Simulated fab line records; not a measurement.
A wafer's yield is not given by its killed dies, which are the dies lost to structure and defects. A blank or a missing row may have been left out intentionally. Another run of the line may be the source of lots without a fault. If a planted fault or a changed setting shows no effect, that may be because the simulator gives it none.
Which tool did it? || flow gf180mcu || 13 lots (39 wafers sampled), 1 step of a 602-step route

WHAT EACH GAUGE READ, for each wafer
GF_V4_BOW_MEAS_05. Usual: V4_BOW gives 134 um (standard deviation 7.7).
{"lot": "L823", "measured": "day 24 08:29", "on": "film-metro-01", "V4_BOW (um)": "145 130 132", "flag": ""}
{"lot": "L824", "measured": "day 24 13:44", "on": "film-metro-04", "V4_BOW (um)": "141 135 123", "flag": ""}
{"lot": "L826", "measured": "day 25 05:53", "on": "film-metro-03", "V4_BOW (um)": "126 122 142", "flag": ""}
{"lot": "L827", "measured": "day 25 18:44", "on": "film-metro-03", "V4_BOW (um)": "139 146 140", "flag": ""}
{"lot": "L829", "measured": "day 26 16:38", "on": "film-metro-01", "V4_BOW (um)": "131 142 124", "flag": ""}
{"lot": "L830", "measured": "day 26 22:44", "on": "film-metro-04", "V4_BOW (um)": "133 134 132", "flag": ""}
{"lot": "L831", "measured": "day 27 01:01", "on": "film-metro-04", "V4_BOW (um)": "128 130 135", "flag": ""}
{"lot": "L833", "measured": "day 27 12:23", "on": "film-metro-04", "V4_BOW (um)": "139 143 143", "flag": ""}
{"lot": "L835", "measured": "day 28 08:14", "on": "film-metro-04", "V4_BOW (um)": "143 136 139", "flag": ""}
{"lot": "L836", "measured": "day 28 17:49", "on": "film-metro-01", "V4_BOW (um)": "132 120 132", "flag": ""}
{"lot": "L840", "measured": "day 29 20:12", "on": "film-metro-04", "V4_BOW (um)": "134 119 136", "flag": ""}
{"lot": "L842", "measured": "day 30 03:25", "on": "film-metro-04", "V4_BOW (um)": "134 116 130", "flag": ""}
{"lot": "L844", "measured": "day 30 15:37", "on": "film-metro-01", "V4_BOW (um)": "124 139 125", "flag": ""}

WHICH TOOL RAN EACH LOT (tool, then ch and the chambers of the sampled wafers, then the start)
No process step before these readings appears in the record.

WHAT THE TOOLS THEMSELVES READ (means of the sampled wafers that have a number; where no wafer has one, the mark that the record gives instead)
The record holds no such reading with a usual standard deviation.

THE ANSWER, worked out from the rows above alone
Rule: lot off if the mean of its wafers having a number is beyond 3 standard deviations from the usual mean. A lot without any number at a reading at which 4 lots or more have one is off too. Where the step has rows for the other lots, those lots are counted as sound. First the gauges in route order, then the tools' own readings, where a lot's mean is used as printed above. At the first step where some lot is off, the reading lying furthest off is the one used; lots without a number count as furthest.
No lot is off at any reading shown: from this, nothing can be told.

WHAT WAS PUT IN BY THE SIMULATOR
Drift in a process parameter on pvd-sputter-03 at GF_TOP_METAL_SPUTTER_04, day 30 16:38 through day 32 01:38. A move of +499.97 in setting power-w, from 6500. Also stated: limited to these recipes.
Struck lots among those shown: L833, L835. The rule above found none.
